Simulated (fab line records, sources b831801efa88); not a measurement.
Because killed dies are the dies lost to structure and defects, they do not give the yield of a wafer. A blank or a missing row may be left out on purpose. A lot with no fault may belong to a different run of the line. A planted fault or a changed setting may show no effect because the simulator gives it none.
Shared-tool check	flow gf180mcu	11 lots, 39 wafers sampled

REASON FOR OPENING
GF_TOP_METAL_RS_MEAS_05, reading TOP_METAL_ALCU_RS: flagged on 2 of 11 lots. Fault-free wafers read 0.0330 ohm/sq, with a standard deviation of 0.00042.
Rule: a lot is flagged in two cases, either no wafer of it has a number, or all its wafers with numbers fall more than 4 standard deviations from that mean. The other lots count as sound.

lot	measured	on	TOP_METAL_ALCU_RS (ohm/sq), wafer by wafer	flag
L920	day 27 07:01	film_metro-03	0.0335 0.0332 0.0335	
L921	day 28 06:04	film_metro-02	0.0330 0.0331 0.0329	
L922	day 28 09:19	film_metro-03	0.0323 0.0335 0.0330	
L923	day 28 12:55	film_metro-01	0.0335 0.0338 0.0335	
L927	day 29 19:59	film_metro-01	0.0330 0.0326 0.0329	
L931	day 30 08:55	film_metro-01	0.0336 0.0337 0.0340	
L932	day 30 19:09	film_metro-02	0.0236 0.0237 0.0238 0.0236 0.0237 0.0239	FLAGGED
L933	day 31 00:13	film_metro-03	0.0233 0.0233 0.0231 0.0232 0.0233 0.0231	FLAGGED
L934	day 31 09:17	film_metro-03	0.0335 0.0325 0.0324	
L939	day 32 20:25	film_metro-03	0.0332 0.0326 0.0334	
L942	day 33 09:14	film_metro-01	0.0329 0.0328 0.0327	
The numbers of the flagged lots are 0.0235 ohm/sq on average: -0.0095 ohm/sq against the usual, or -23 standard deviations.

LOT BY LOT: THE TOOL USED
2 process steps preceding the reading are held in the record, out of 602 steps in the route. Each cell gives the tool, then ch followed by the chambers the sampled wafers passed through, then the start.
lot	flag	GF_MIM_SPUTTER_08	GF_TOP_METAL_SPUTTER_02
L920		pvd_sputter-04, day 24 10:53	pvd_sputter-04, day 27 06:55
L921		pvd_sputter-04, day 25 12:04	pvd_sputter-03, day 28 05:59
L922		pvd_sputter-01, day 25 14:56	pvd_sputter-01, day 28 09:14
L923		pvd_sputter-02, day 25 19:28	pvd_sputter-03, day 28 12:50
L927		pvd_sputter-04, day 27 04:20	pvd_sputter-03, day 29 19:52
L931		pvd_sputter-04, day 27 18:35	pvd_sputter-01, day 30 08:49
L932	FLAGGED	pvd_sputter-04, day 28 06:35	pvd_sputter-03, day 30 19:04
L933	FLAGGED	pvd_sputter-04, day 28 12:18	pvd_sputter-03, day 31 00:08
L934		pvd_sputter-04, day 28 21:59	pvd_sputter-04, day 31 09:10
L939		pvd_sputter-04, day 30 12:55	pvd_sputter-04, day 32 20:20
L942		pvd_sputter-02, day 31 03:05	pvd_sputter-04, day 33 09:09
What these steps do:
- GF_MIM_SPUTTER_08: material AlCu, target thk 200 nm, time 10.6 s.
- GF_TOP_METAL_SPUTTER_02: material AlCu, target thk 900 nm, time 47.82 s.
- GF_TOP_METAL_RS_MEAS_05: measures by four-point-probe.

FLAGGED OVER TOTAL, TOOL BY TOOL (the gauges that took the reading come last)
step	tool	lots run	flagged	share of the flagged lots	sound lots run after its first flagged lot
GF_MIM_SPUTTER_08	pvd_sputter-01	1	0	none	-
GF_MIM_SPUTTER_08	pvd_sputter-02	2	0	none	-
GF_MIM_SPUTTER_08	pvd_sputter-04	8	2	all	2 (L934,L939)
GF_TOP_METAL_SPUTTER_02	pvd_sputter-01	2	0	none	-
GF_TOP_METAL_SPUTTER_02	pvd_sputter-03	5	2	all	0
GF_TOP_METAL_SPUTTER_02	pvd_sputter-04	4	0	none	-
GF_TOP_METAL_RS_MEAS_05	film_metro-01	4	0	none	-
GF_TOP_METAL_RS_MEAS_05	film_metro-02	2	1	some	0
GF_TOP_METAL_RS_MEAS_05	film_metro-03	5	1	some	2 (L934,L939)

THE TABLE: WHAT IT ALLOWS
2 rows of the table ran every flagged lot: pvd_sputter-04 at GF_MIM_SPUTTER_08, pvd_sputter-03 at GF_TOP_METAL_SPUTTER_02.
- pvd_sputter-04 at GF_MIM_SPUTTER_08: 2 of its 8 lots flagged. Lots that were sound ran on it after the first flagged one (L934, L939); a persistent fault on the entire tool would not allow that.
- pvd_sputter-03 at GF_TOP_METAL_SPUTTER_02: 2 of its 5 lots flagged. It ran its last sound lot, L927, at day 29 19:52 and its first flagged lot, L932, at day 30 19:04: a fault with its onset between the two fits.
What remains is a single tool, pvd_sputter-03 at GF_TOP_METAL_SPUTTER_02.

WHAT WAS PUT IN BY THE SIMULATOR
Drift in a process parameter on pvd_sputter-03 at GF_TOP_METAL_SPUTTER_02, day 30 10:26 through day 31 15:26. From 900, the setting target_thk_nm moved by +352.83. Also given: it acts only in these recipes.
Struck lots among those shown: L932, L933. The same result came from the rule above.
